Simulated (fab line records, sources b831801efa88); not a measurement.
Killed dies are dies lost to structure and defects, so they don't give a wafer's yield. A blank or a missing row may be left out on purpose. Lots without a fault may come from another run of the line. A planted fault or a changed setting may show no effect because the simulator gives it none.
Which tool did it? | flow sfq_line | 7 lots, 21 wafers sampled, at 4 steps of a route of 325

WHAT THE GAUGES READ, wafer by wafer
SFQ_M3_OVL_MEAS_921.
lot  | measured     | on         | M3_OVL (nm)
L956 | day 47 15:04 | overlay-02 | -2 4 -2
L958 | day 49 00:06 | overlay-01 | 11 12 11
L960 | day 50 06:14 | overlay-01 | 3 7 2
L962 | day 50 23:09 | overlay-01 | -3 -5 -6
L964 | day 51 17:10 | overlay-02 | 1 -7 3
L968 | day 53 12:36 | overlay-01 | 7 2 -4
L970 | day 54 05:13 | overlay-01 | 3 1 0

WHICH TOOL RAN EACH LOT (tool, then ch and the chambers of the sampled wafers, then the start)
lot  | SFQ_TRILAYER_I1_CMP_CMP_046   | SFQ_TRILAYER_I1_METRO_MEASURE_047 | SFQ_TRILAYER_I1_VIA_ETCH_VIA_ETCH_052
L956 | cmp-02 ch 0,2,3, day 27 18:53 | film_metro-04, day 27 22:12       | rie_diel-01 ch 2,3, day 34 10:21
L958 | cmp-01 ch 1,2,3, day 29 03:13 | film_metro-04, day 29 05:20       | rie_diel-02 ch 1,2, day 35 19:57
L960 | cmp-02 ch 0,2,3, day 30 06:48 | film_metro-01, day 30 09:19       | rie_diel-01 ch 1,3, day 36 23:29
L962 | cmp-01 ch 0,1,3, day 31 02:01 | film_metro-03, day 31 05:08       | rie_diel-03 ch 0,2,3, day 37 17:29
L964 | cmp-01 ch 0,3, day 31 17:13   | film_metro-04, day 31 20:44       | rie_diel-03 ch 2,3, day 38 10:25
L968 | cmp-01 ch 0,2,3, day 34 00:59 | film_metro-03, day 34 04:19       | rie_diel-02 ch 0,1,3, day 40 08:01
L970 | cmp-01 ch 0,1,3, day 34 18:59 | film_metro-01, day 34 22:31       | rie_diel-01 ch 0,3, day 41 07:15
- SFQ_TRILAYER_I1_CMP_CMP_046: polishes SiO2.
- SFQ_TRILAYER_I1_METRO_MEASURE_047
- SFQ_TRILAYER_I1_VIA_ETCH_VIA_ETCH_052: etches SiO2 in CHF3, stops on Nb, target depth 260 nm.

THE ANSWER, worked out from the rows above alone
Rule: what is usual is taken from the lots themselves. Put in order of their means at a reading, lots are off if they are a third of the lots or fewer, leave a main group of 4 or more, and stand apart from it by a gap of 3 or more times the standard deviation of the main group's means; of several such gaps the widest counts. A main group whose means are all the same, to the digits that the tables above print for the reading, isn't used. A lot without any number at a reading at which 4 lots or more have one is off too. The other lots that the step has rows for count as sound.
No lot is off at any reading shown: from this, nothing can be told.

WHAT THE SIMULATOR HAD PUT IN
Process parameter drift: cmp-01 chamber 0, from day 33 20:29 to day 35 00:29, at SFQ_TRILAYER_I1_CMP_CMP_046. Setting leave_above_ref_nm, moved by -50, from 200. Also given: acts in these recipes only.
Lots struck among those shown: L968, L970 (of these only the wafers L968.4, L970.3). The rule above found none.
